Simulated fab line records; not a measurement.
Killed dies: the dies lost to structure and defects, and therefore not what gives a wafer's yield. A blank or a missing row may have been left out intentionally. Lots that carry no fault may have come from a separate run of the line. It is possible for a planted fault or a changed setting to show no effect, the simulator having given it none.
The tool behind it: which one?	flow sky130	6 lots, 18 wafers sampled, at 2 steps of a route of 708

## WHAT THE GAUGES READ, wafer by wafer
SKY_SD_N_CD_MEAS_07: target cd 380 nm.
lot	measured	on	cd nm (nm)
L455	day 28 09:39	cd sem-01	378.9 382.4 381.1
L457	day 29 13:19	cd sem-02	380.9 379.9 380.4
L460	day 30 08:13	cd sem-02	376.6 374.1 376.9
L464	day 32 01:24	cd sem-02	381.0 381.8 379.9
L473	day 34 14:43	cd sem-01	441.2 443.1 441.8
L475	day 35 15:19	cd sem-01	429.1 432.5 432.5

## EACH LOT AND THE TOOL THAT RAN IT (in order: tool; ch and the chambers of the sampled wafers; start)
lot	SKY_SD_N_COAT_02
L455	litho track-02 ch 0, day 27 19:10
L457	litho track-01 ch 0, day 28 23:22
L460	litho track-01 ch 0, day 29 17:19
L464	litho track-02 ch 0, day 31 11:43
L473	litho track-01 ch 0, day 34 01:05
L475	litho track-01 ch 0, day 35 03:10
- SKY_SD_N_COAT_02: resist thk 1140 nm.

## THE ANSWER, worked out from the rows above alone
Rule: the lots themselves supply what counts as usual. The widest of any qualifying gaps counts: lots, ordered by their means at a reading, are off when they make up no more than a third of the lots, leave a main group of 4 or more, and stand apart from it by 3 or more times the standard deviation of that group's means. A main group whose means are all the same, to the digits that the tables above print for the reading, isn't used. A lot without any number at a reading at which 4 lots or more have one is off too. Where the step has rows for the other lots, those lots are counted as sound.
Off at SKY_SD_N_CD_MEAS_07 (cd nm): L473, L475. For the main group the mean is 379.5 nm and the standard deviation 2.1.
A tool fits if, at a process step before that reading, it ran every lot that is off, and no sound lot after the first of them. The gauges at SKY_SD_N_CD_MEAS_07 are tried like those tools. Can't be told from this: 2 tools fit, litho track-01 at SKY_SD_N_COAT_02, cd sem-01 at SKY_SD_N_CD_MEAS_07.

## WHAT THE SIMULATOR HAD PUT IN
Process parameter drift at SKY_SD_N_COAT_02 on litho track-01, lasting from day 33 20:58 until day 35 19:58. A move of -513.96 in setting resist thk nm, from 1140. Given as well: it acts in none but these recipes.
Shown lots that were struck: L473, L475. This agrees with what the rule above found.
